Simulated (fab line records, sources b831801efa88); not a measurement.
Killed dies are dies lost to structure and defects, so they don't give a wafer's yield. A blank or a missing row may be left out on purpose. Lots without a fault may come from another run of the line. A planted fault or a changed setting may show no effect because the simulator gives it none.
fab line records | flow sky130
record lots=13 wafers=39 last_day=50
route steps=708 shown SONOS_TUNNEL@162 LDD_LDN@297 SPACER@305 SD_N@350
lots that met no fault: from a run of the same line without faults
start_h: hours from the record's first day to the start of the lot's first wafer shown | wait_h: hours since the lot's step before | " the same as in the row above | L1.1+2: a row that stands for several wafers | - no value, or no start given | * or withheld: withheld | < > ~ a bound
route shown NAME@n: a module of which the file shows steps, and the number in the route of the first | usual: mean/standard deviation of fault-free wafers | same: alike in all rows | chamber/n: place in a boat | sites: the reading at each site | _std_site: their standard deviation | _edge_site: outer sites' mean less inner sites' | radius_mm: how far each site lies from the wafer's centre | mask NAME#n: copy n | behind: the tool/chamber that last shaped the wafer | hold: why the lot was held/for how many hours/how that ended | device: the transistor (n, p or np) that didn't switch | end of line: the same wafers' tests at the end of the route | a step without rows: its recipe alone | killed: dies lost to structure and defects at the first sort, not the wafer's yield | map: a wafer's dies, x killed, . not, _ none there
set.NAME: the setting as run; set.NAME@STEP: as run at that earlier step | model.NAME: the simulator's own value behind a step, which no gauge read
steps of the route over a sample of lots; a table a step, a row a wafer
services: from which hour (start_h, from the record's first day; less than 0 if before it) a tool's chamber was out of use, for how many hours, and why
## steps
# step SKY_SONOS_TUNNEL_OVL_MEAS_08
# usual SONOS_TUNNEL_OVL=0.3/1.5
# columns lot.wafer tool chamber start_h wait_h SONOS_TUNNEL_OVL[nm]
L738.3 overlay-01 - 260.15 0.1 0.1
L738.4 " - " " 1.6
L738.5 " - " " -0.5
L740.2 overlay-02 - 275.09 0.1 -0.6
L740.3 " - " " 0.0
L740.5 " - " " 0.2
L741.2 overlay-02 - 281.49 0.1 2.4
L741.3 " - " " -0.6
L741.4 " - " " 0.4
L742.2 overlay-02 - 291.09 0.1 -0.2
L742.5 " - " " -0.9
L742.6 " - " " 0.0
L743.4 overlay-01 - 300.20 0.1 0.8
L743.5 " - " " 0.5
L743.6 " - " " 1.5
L744.2 overlay-02 - 309.99 0.1 -1.7
L744.3 " - " " -0.2
L744.4 " - " " -1.7
L745.2 overlay-01 - 310.28 0.1 0.9
L745.4 " - " " 0.7
L745.5 " - " " 2.0
L754.1 overlay-01 - 385.68 0.1 0.4
L754.4 " - " " -0.5
L754.5 " - " " -1.7
L755.4 overlay-01 - 397.26 0.1 -0.6
L755.5 " - " " -2.0
L755.6 " - " " 0.1
L756.1 overlay-02 - 400.94 0.1 0.2
L756.3 " - " " 0.1
L756.4 " - " " 0.0
L757.1 overlay-01 - 406.17 0.1 0.9
L757.2 " - " " 0.8
L757.4 " - " " 0.5
L759.3 overlay-02 - 419.33 0.1 0.0
L759.5 " - " " -1.4
L759.6 " - " " 0.3
L760.2 overlay-02 - 430.92 0.1 -0.1
L760.4 " - " " 3.1
L760.5 " - " " 1.5
# step SKY_LDD_LDN_IMPLANT_08
# recipe species=As energy_kev=15 dose_cm2=1.25e+13 tilt_deg=withheld rotation_deg=23
# usual dose_ions_cm2=1.2498e+13/1.4e+10 faraday_current_uA=70.5/1.5
# same implant_ion_amu=75
# columns lot.wafer tool chamber start_h wait_h dose_ions_cm2 faraday_current_uA
L738.3 implanter-01 0 556.70 0.1 1.2498e+13 70.6
L738.4 " 0 " " 1.247e+13 68.1
L738.5 " 0 " " 1.2483e+13 70.2
L741.2 implanter-02 0 563.61 0.0 1.2514e+13 70.4
L741.3 " 0 " " 1.2522e+13 70.5
L741.4 " 0 " " 1.2499e+13 69.4
L740.2 implanter-01 0 566.19 0.0 1.2478e+13 69.5
L740.3 " 0 " " 1.2504e+13 69.4
L740.5 " 0 " " 1.2481e+13 68.7
L742.2 implanter-04 0 571.29 0.0 1.2492e+13 71.9
L742.5 " 0 " " 1.2483e+13 71.4
L742.6 " 0 " " 1.2494e+13 71.8
L743.4 implanter-02 0 590.23 0.1 1.253e+13 73.0
L743.5 " 0 " " 1.2514e+13 73.3
L743.6 " 0 " " 1.2508e+13 69.3
L744.2 implanter-02 0 598.09 0.0 2.482e+12 14.0
L744.3 " 0 " " 2.469e+12 14.1
L744.4 " 0 " " 2.466e+12 14.0
L745.2 implanter-02 0 599.38 0.0 2.451e+12 14.0
L745.4 " 0 " " 2.488e+12 14.2
L745.5 " 0 " " 2.493e+12 13.9
L754.1 implanter-04 0 671.52 0.0 1.2489e+13 69.8
L754.4 " 0 " " 1.2495e+13 72.4
L754.5 " 0 " " 1.2504e+13 69.5
L755.4 implanter-01 0 680.78 0.1 1.2487e+13 69.3
L755.5 " 0 " " 1.2497e+13 70.7
L755.6 " 0 " " 1.2502e+13 70.3
L756.1 implanter-02 0 686.70 0.0 1.2518e+13 73.4
L756.3 " 0 " " 1.2504e+13 70.3
L756.4 " 0 " " 1.253e+13 71.6
L757.1 implanter-02 0 689.07 0.0 1.2515e+13 73.1
L757.2 " 0 " " 1.252e+13 71.2
L757.4 " 0 " " 1.2522e+13 69.4
L759.3 implanter-02 0 702.25 0.1 1.2495e+13 70.6
L759.5 " 0 " " 1.2515e+13 70.3
L759.6 " 0 " " 1.2526e+13 72.8
L760.2 implanter-02 0 715.44 0.0 1.2487e+13 69.8
L760.4 " 0 " " 1.2463e+13 71.7
L760.5 " 0 " " 1.2477e+13 70.2
# step SKY_LDD_LDN_TW_MEAS_13
# usual LDD_LDN_TW=1485/12
# columns lot.wafer tool chamber start_h wait_h LDD_LDN_TW
L738.3 film_metro-01 - 557.37 0.1 1477
L738.4 " - " " 1474
L738.5 " - " " 1469
L741.2 film_metro-01 - 564.29 0.1 1470
L741.3 " - " " 1473
L741.4 " - " " 1470
L740.2 film_metro-02 - 566.88 0.1 1486
L740.3 " - " " 1493
L740.5 " - " " 1490
L742.2 film_metro-01 - 571.98 0.1 1473
L742.5 " - " " 1471
L742.6 " - " " 1473
L743.4 film_metro-04 - 590.88 0.1 1510
L743.5 " - " " 1512
L743.6 " - " " 1510
L744.2 film_metro-02 - 598.78 0.1 1390
L744.3 " - " " 1393
L744.4 " - " " 1389
L745.2 film_metro-02 - 600.06 0.1 1378
L745.4 " - " " 1395
L745.5 " - " " 1389
L754.1 film_metro-02 - 672.22 0.1 1488
L754.4 " - " " 1485
L754.5 " - " " 1491
L755.4 film_metro-01 - 681.43 0.1 1472
L755.5 " - " " 1484
L755.6 " - " " 1480
L756.1 film_metro-01 - 687.40 0.1 1476
L756.3 " - " " 1481
L756.4 " - " " 1480
L757.1 film_metro-04 - 689.77 0.1 1493
L757.2 " - " " 1505
L757.4 " - " " 1497
L759.3 film_metro-02 - 702.92 0.1 1485
L759.5 " - " " 1495
L759.6 " - " " 1496
L760.2 film_metro-04 - 716.13 0.1 1501
L760.4 " - " " 1496
L760.5 " - " " 1491
# step SKY_SPACER_THK_MEAS_01
# recipe reads=Si3N4_of_SPACER_CVD_00
# usual SPACER_CVD_00_THK=43.4/0.42
# columns lot.wafer tool chamber start_h wait_h SPACER_CVD_00_THK[nm]
L738.3 film_metro-01 - 559.12 0.0 43.1
L738.4 " - " " 43.2
L738.5 " - " " 43.5
L741.2 film_metro-03 - 566.97 0.0 43.2
L741.3 " - " " 43.2
L741.4 " - " " 43.5
L740.2 film_metro-03 - 568.19 0.0 43.3
L740.3 " - " " 43.4
L740.5 " - " " 43.7
L742.2 film_metro-04 - 573.80 0.0 44.5
L742.5 " - " " 44.3
L742.6 " - " " 44.8
L743.4 film_metro-04 - 592.25 0.0 43.5
L743.5 " - " " 43.4
L743.6 " - " " 43.5
L744.2 film_metro-03 - 600.10 0.0 43.1
L744.3 " - " " 43.1
L744.4 " - " " 43.6
L745.2 film_metro-01 - 602.35 0.0 43.3
L745.4 " - " " 43.6
L745.5 " - " " 43.6
L754.1 film_metro-01 - 673.54 0.0 43.4
L754.4 " - " " 43.4
L754.5 " - " " 43.6
L755.4 film_metro-01 - 683.18 0.0 42.6
L755.5 " - " " 43.0
L755.6 " - " " 43.1
L756.1 film_metro-04 - 689.14 0.0 43.2
L756.3 " - " " 42.8
L756.4 " - " " 42.9
L757.1 film_metro-04 - 691.08 0.0 43.1
L757.2 " - " " 43.0
L757.4 " - " " 43.3
L759.3 film_metro-04 - 704.24 0.0 43.1
L759.5 " - " " 42.6
L759.6 " - " " 42.9
L760.2 film_metro-04 - 718.02 0.0 42.9
L760.4 " - " " 43.2
L760.5 " - " " 42.7
# step SKY_SD_N_OVL_MEAS_08
# usual SD_N_OVL=-0.3/1.5
# columns lot.wafer tool chamber start_h wait_h SD_N_OVL[nm]
L738.3 overlay-02 - 675.43 0.1 0.4
L738.4 " - " " 0.8
L738.5 " - " " 0.0
L741.2 overlay-01 - 683.06 0.1 1.1
L741.3 " - " " 2.5
L741.4 " - " " -1.2
L740.2 overlay-02 - 683.78 0.1 -1.7
L740.3 " - " " -1.0
L740.5 " - " " -1.7
L742.2 overlay-01 - 688.34 0.1 0.1
L742.5 " - " " -0.2
L742.6 " - " " -1.8
L743.4 overlay-02 - 706.52 0.1 0.5
L743.5 " - " " 0.4
L743.6 " - " " 1.3
L744.2 overlay-01 - 714.61 0.1 1.9
L744.3 " - " " 1.3
L744.4 " - " " 2.4
L745.2 overlay-01 - 716.89 0.1 -1.7
L745.4 " - " " -3.7
L745.5 " - " " -2.1
L754.1 overlay-02 - 782.59 0.1 -1.7
L754.4 " - " " -2.0
L754.5 " - " " -1.0
L755.4 overlay-01 - 791.17 0.1 -0.1
L755.5 " - " " 1.2
L755.6 " - " " -0.9
L756.1 overlay-01 - 798.97 0.1 1.5
L756.3 " - " " 0.1
L756.4 " - " " -0.3
L757.1 overlay-02 - 800.14 0.1 0.0
L757.2 " - " " -1.3
L757.4 " - " " -2.3
L759.3 overlay-02 - 812.25 0.1 -1.8
L759.5 " - " " -1.8
L759.6 " - " " -0.9
L760.2 overlay-02 - 825.19 0.1 -3.2
L760.4 " - " " -1.8
L760.5 " - " " -2.1
## services
# columns tool chamber start_h hours kind
implanter-01 - 542.31 5.9 repair
implanter-04 - 552.69 2.6 pm
implanter-04 - 605.02 1.7 repair
implanter-04 - 628.67 1.3 repair
implanter-04 - 663.49 6.6 pm
implanter-02 - 688.15 0.7 repair
## key
first_sign step=SKY_LDD_LDN_IMPLANT_08 reading=dose_ions_cm2 direction=down sigmas=99+ usual=* struck=*
effect step=SKY_LDD_LDN_IMPLANT_08 reading=faraday_current_uA direction=down sigmas=38 usual=70.5 struck=14.0
effect step=SKY_LDD_LDN_TW_MEAS_13 reading=LDD_LDN_TW direction=down sigmas=8.3 usual=1485 struck=1389
met_at SKY_LDD_LDN_IMPLANT_08
struck_lots L744,L745
tester_left_out L744,L745
not_acting_at SKY_SONOS_TUNNEL_OVL_MEAS_08,SKY_SPACER_THK_MEAS_01,SKY_SD_N_OVL_MEAS_08
onset_between 590.23 598.09
fault kind=process_parameter_drift tool=implanter-02 chamber=- onset_h=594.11 steps=SKY_LDD_LDN_IMPLANT_08 channel=dose_cm2 offset=* shape=step end_h=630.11 acts_in=* stated=*
# tester_left_out: of these lots the tester's yield and bins aren't shown, on N5 and GAA mostly nor the transistor test; their killed dies are dies lost to structure and defects alone, not to doping, threshold or leakage, so they don't give the yield
